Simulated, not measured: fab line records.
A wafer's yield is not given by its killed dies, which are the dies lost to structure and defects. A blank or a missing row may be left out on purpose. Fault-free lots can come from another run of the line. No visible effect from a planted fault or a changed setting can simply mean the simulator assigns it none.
The tool behind it: which one? -- flow sky130 -- 13 lots with 36 wafers sampled at 5 steps, on a route of 708 steps

## WHAT THE GAUGES SHOWED, per wafer
SKY_SONOS_ONO_CD_MEAS_13: the cd target is 410 nm.
lot,measured,on,cd nm (nm)
L593,day 12 18:49,cd sem-02,407.2 407.8 406.7
L595,day 14 04:17,cd sem-02,409.2 410.4 409.1
L596,day 14 04:23,cd sem-01,409.2 408.0 406.8
L597,day 14 04:41,cd sem-02,409.7 410.3 411.0
L598,day 14 11:55,cd sem-01,407.6 410.4 409.7
L599,day 15 01:38,cd sem-02,412.1 410.0 410.2
L602,day 15 23:38,cd sem-02,400.1 400.0
L603,day 16 08:20,cd sem-01,396.7 410.3
L604,day 16 22:08,cd sem-01,394.2 409.3
L611,day 19 08:04,cd sem-02,408.6 408.8 409.8
L612,day 19 11:25,cd sem-01,410.5 413.6 412.6
L613,day 19 11:41,cd sem-01,411.4 414.8 413.8
L614,day 19 23:11,cd sem-02,409.9 407.0 406.9

SKY_SONOS_ONO_OVL_MEAS_14.
lot,measured,on,SONOS_ONO_OVL (nm)
L593,day 12 18:55,overlay-02,-2.0 -0.7 -3.6
L595,day 14 04:24,overlay-02,0.3 0.4 1.4
L596,day 14 04:31,overlay-01,-2.8 -0.1 -1.0
L597,day 14 04:49,overlay-01,-1.4 0.3 1.6
L598,day 14 12:01,overlay-02,0.2 -0.7 -0.3
L599,day 15 01:46,overlay-02,-0.1 -0.3 0.3
L602,day 15 23:46,overlay-02,0.0 0.6
L603,day 16 08:28,overlay-01,-1.3 0.7
L604,day 16 22:13,overlay-02,-1.3 -1.2
L611,day 19 08:10,overlay-01,0.1 0.0 -1.2
L612,day 19 11:31,overlay-02,0.1 -1.0 -2.2
L613,day 19 11:49,overlay-01,-0.5 0.0 -0.4
L614,day 19 23:18,overlay-01,-0.7 0.6 0.4

SKY_GATE_OXIDE_TW_MEAS_14.
lot,measured,on,GATE_OXIDE_TW
L593,day 14 03:08,film metro-03,225.4 225.9 227.0
L595,day 15 10:21,film metro-04,221.8 223.4 222.7
L596,day 15 10:29,film metro-01,221.2 222.0 222.2
L597,day 15 10:03,film metro-03,228.1 227.9 228.7
L598,day 15 18:22,film metro-01,221.0 220.8 221.1
L599,day 16 06:23,film metro-01,223.1 223.7 223.6
L602,day 17 06:53,film metro-04,223.6 223.6
L603,day 17 16:10,film metro-01,222.3 222.3
L604,day 18 05:25,film metro-04,222.9 223.2
L611,day 20 16:16,film metro-03,227.3 226.5 226.5
L612,day 20 19:52,film metro-01,220.4 219.9 220.7
L613,day 20 21:08,film metro-03,227.7 227.5 226.5
L614,day 21 07:46,film metro-03,227.8 227.0 225.5

## TOOL THAT RAN EACH LOT (tool first, then ch and the chambers of the sampled wafers, then the start)
lot,SKY_SONOS_ONO_EXPOSE_10,SKY_SONOS_ONO_STRIP_17
L593,"iline stepper-02 ch 0, day 12 07:37","plasma asher-01 ch 0,1, day 12 19:03"
L595,"iline stepper-01 ch 0, day 13 14:53","plasma asher-04 ch 1, day 14 04:32"
L596,"iline stepper-02 ch 0, day 13 15:08","plasma asher-02 ch 0, day 14 04:39"
L597,"iline stepper-01 ch 0, day 13 15:24","plasma asher-04 ch 0,1, day 14 04:57"
L598,"iline stepper-02 ch 0, day 13 23:09","plasma asher-01 ch 0,1, day 14 12:10"
L599,"iline stepper-01 ch 0, day 14 12:57","plasma asher-04 ch 0,1, day 15 01:55"
L602,"iline stepper-01 ch 0, day 15 11:16","plasma asher-01 ch 0, day 15 23:55"
L603,"iline stepper-01 ch 0, day 15 18:20","plasma asher-04 ch 1, day 16 08:37"
L604,"iline stepper-01 ch 0, day 16 08:46","plasma asher-04 ch 1, day 16 22:23"
L611,"iline stepper-02 ch 0, day 18 16:11","plasma asher-04 ch 0,1, day 19 08:18"
L612,"iline stepper-01 ch 0, day 18 19:41","plasma asher-01 ch 0, day 19 11:39"
L613,"iline stepper-01 ch 0, day 18 20:08","plasma asher-04 ch 0,1, day 19 11:57"
L614,"iline stepper-02 ch 0, day 19 08:13","plasma asher-04 ch 0,1, day 19 23:27"
- SKY_SONOS_ONO_EXPOSE_10: exposes mask ONOM, target cd 410 nm.
- SKY_SONOS_ONO_STRIP_17: strips in O2/N2.

## WHAT THE TOOLS THEMSELVES READ (means of the sampled wafers that have a number; where no wafer has one, the mark that the record gives instead)
SKY_SONOS_ONO_EXPOSE_10.
lot,tool,focus offset nm (nm)
L593,iline stepper-02,-0.1
L595,iline stepper-01,-0.4
L596,iline stepper-02,-0.4
L597,iline stepper-01,0.2
L598,iline stepper-02,-0.2
L599,iline stepper-01,0.0
L602,iline stepper-01,0.4
L603,iline stepper-01,-0.1
L604,iline stepper-01,0.2
L611,iline stepper-02,-0.3
L612,iline stepper-01,0.3
L613,iline stepper-01,0.2
L614,iline stepper-02,0.3

SKY_SONOS_ONO_STRIP_17.
lot,tool,drypump motor current A (A),oes product au (a.u.),strip time to endpoint s (s)
L593,plasma asher-01,5.8,0.709,14.10
L595,plasma asher-04,5.3,0.712,14.06
L596,plasma asher-02,4.8,0.709,14.12
L597,plasma asher-04,5.3,0.714,14.07
L598,plasma asher-01,5.8,0.710,14.14
L599,plasma asher-04,5.3,0.709,14.05
L602,plasma asher-01,5.9,0.709,14.09
L603,plasma asher-04,5.3,0.712,14.09
L604,plasma asher-04,5.3,0.712,14.06
L611,plasma asher-04,5.4,0.710,14.06
L612,plasma asher-01,5.9,0.707,14.16
L613,plasma asher-04,5.4,0.711,14.17
L614,plasma asher-04,5.4,0.711,14.12

## THE ANSWER, worked out from the rows above alone
Rule: usual is defined by the lots themselves. The widest of any qualifying gaps counts: lots, ordered by their means at a reading, are off when they make up no more than a third of the lots, leave a main group of 4 or more, and stand apart from it by 3 or more times the standard deviation of that group's means. The tables above print the reading to a certain number of digits; a main group whose means all agree to those digits is not used. A lot without any number at a reading at which 4 lots or more have one is off too. All remaining lots with rows at the step are treated as sound. The gauges are gone through in route order, then the tools' own readings, and for those a lot's mean is taken as printed above. At the first step where some lot is off, the reading lying furthest off is the one used; lots without a number count as furthest.
No lot is off on any of the readings shown, so nothing can be concluded from this.

## WHAT HAD BEEN PUT IN BY THE SIMULATOR
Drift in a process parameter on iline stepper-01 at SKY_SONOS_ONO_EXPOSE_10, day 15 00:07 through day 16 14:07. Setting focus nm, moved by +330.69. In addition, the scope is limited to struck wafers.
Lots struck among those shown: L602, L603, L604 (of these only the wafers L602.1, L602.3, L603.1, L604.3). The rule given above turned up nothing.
